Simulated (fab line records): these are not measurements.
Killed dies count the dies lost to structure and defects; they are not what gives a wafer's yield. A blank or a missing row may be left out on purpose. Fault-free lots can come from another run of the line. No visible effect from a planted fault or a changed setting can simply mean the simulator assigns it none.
A lot that was struck, set against a sound lot :: flow sky130 :: 18 out of 708 route steps
Sound: the wafers L840.2, L840.3, L840.4. The struck wafers were L841.1, L841.4, L841.5. The cause is given at the end.
At each step with rows: each side's tool, then ch and its chambers, then its first start. Under that, the readings that differ: sound wafers :: struck wafers :: difference of the means :: sigmas: that difference in standard deviations of wafers without a fault.
alike: a reading whose means differ by less than 2 such deviations, as well as words and numbers matching on both sides. not compared: withheld readings; readings where some wafer has no value; bounds like >300 that might hide an equal value; numbers whose values overlap and for which the record gives no deviation.
Wherever a step has rows on one side only, a row that says differs or no value, or a row with sigmas, the two part there. When numbers do not overlap yet have no deviation, they are printed without sigmas and do not part them. A reading that every wafer of one side lacks parts them only if that side has two wafers or more.

first, 5 steps without rows for these wafers: SKY_VIA4_COAT_06 (resist thk 1140 nm); SKY_VIA4_SOFTBAKE_07 (time 60 s); SKY_VIA4_EXPOSE_08 (exposes mask VIM4, target cd 800 nm); SKY_VIA4_PEB_09; SKY_VIA4_DEVELOP_10 (develop time 60 s).
SKY_VIA4_OVL_MEAS_11:
  sound on overlay-02, day 42 12:43; struck on overlay-02, day 42 10:09
  alike: VIA4_OVL
SKY_VIA4_ETCH_12: etches SiO2 in C4F8/O2/Ar, stops on TiN, target depth 580 nm.
  sound on rieDiel-03 ch 1,2,3, day 42 12:44; struck on rieDiel-04 ch 0,1,2, day 42 10:11
  alike: oesProductAu
SKY_VIA4_STRIP_13: strips in O2/N2.
  sound on plasmaAsher-02 ch 0,1, day 42 12:49; struck on plasmaAsher-03 ch 0,1, day 42 10:16
  alike: drypumpMotorCurrentA, o2FlowSccm, oesProductAu, stripTimeToEndpointS
  not compared: rfHoursCounterH
then, 3 steps without rows for these wafers: SKY_VIA4_STRIP_14 (strips in post etch residue remover, time 1200 s); SKY_VIA4_CLEAN_15 (cleans in IPA, time 180 s); SKY_VIA4_CLEAN_16 (cleans in O3/DIW).
SKY_VIA4_SPUTTER_17: material TiN, target thk 20 nm, time 80 s.
  sound on pvdSputter-01, day 42 13:26; struck on pvdSputter-01, day 42 10:58
  alike: throttleValvePct
SKY_VIA4_CVD_18: deposits W, target thk 505 nm, time 152.14 s.
  sound on cvdW-01 ch 0,1, day 42 13:29; struck on cvdW-01 ch 0,1, day 42 11:21
  alike: heaterPowerW
  not compared: sinceWetCleanH
SKY_VIA4_RS_MEAS_19: a four-point-probe measurement.
  sound on filmMetro-02, day 42 13:40; struck on filmMetro-02, day 42 11:30
reading: VIA4_W_RS (ohm/sq)
sound: 0.228 0.226 0.222
struck: 0.113 0.113 0.113
difference: -0.112
sigmas: -32
SKY_VIA4_THK_MEAS_20: measures by xrf.
  sound on filmMetro-02, day 42 13:46; struck on filmMetro-02, day 42 11:37
reading: VIA4_W_THK (nm)
sound: 499 498 508
struck: 984 989 987
difference: +485
sigmas: +51
SKY_VIA4_CMP_21: polishes, stops on SiO2, t overpolish 25 s, target thk 0 nm.
  sound on cmp-02 ch 0,1,3, day 42 13:49; struck on cmp-02 ch 0,1,3, day 42 11:44
reading: timeToEndpointS (s)
sound: 132 129 121
struck: 258 240 259
difference: +125
sigmas: +21
  alike: motorCurrentA, overpolishRunS, slurryFlowMlMin
SKY_METAL5_SPUTTER_00: material Ti, target thk 15 nm, time 10 s.
  sound on pvdSputter-01, day 42 14:07; struck on pvdSputter-04, day 42 11:59
  alike: throttleValvePct
-- the record jumps here: 3 days lie between the struck wafers' starts before and after (it left off in module METAL5 and takes up again in module PAD_OPEN, whose first step shown is number 708 of the route) --
SKY_PAD_OPEN_PROBE_99:
  only the struck wafers here have rows in the record (prober-02, day 45 08:12); the sound ones have none

WHERE THEY PART
Last at SKY_PAD_OPEN_PROBE_99 as far as this record goes, first at SKY_VIA4_RS_MEAS_19.

WHY: what the simulator had put in
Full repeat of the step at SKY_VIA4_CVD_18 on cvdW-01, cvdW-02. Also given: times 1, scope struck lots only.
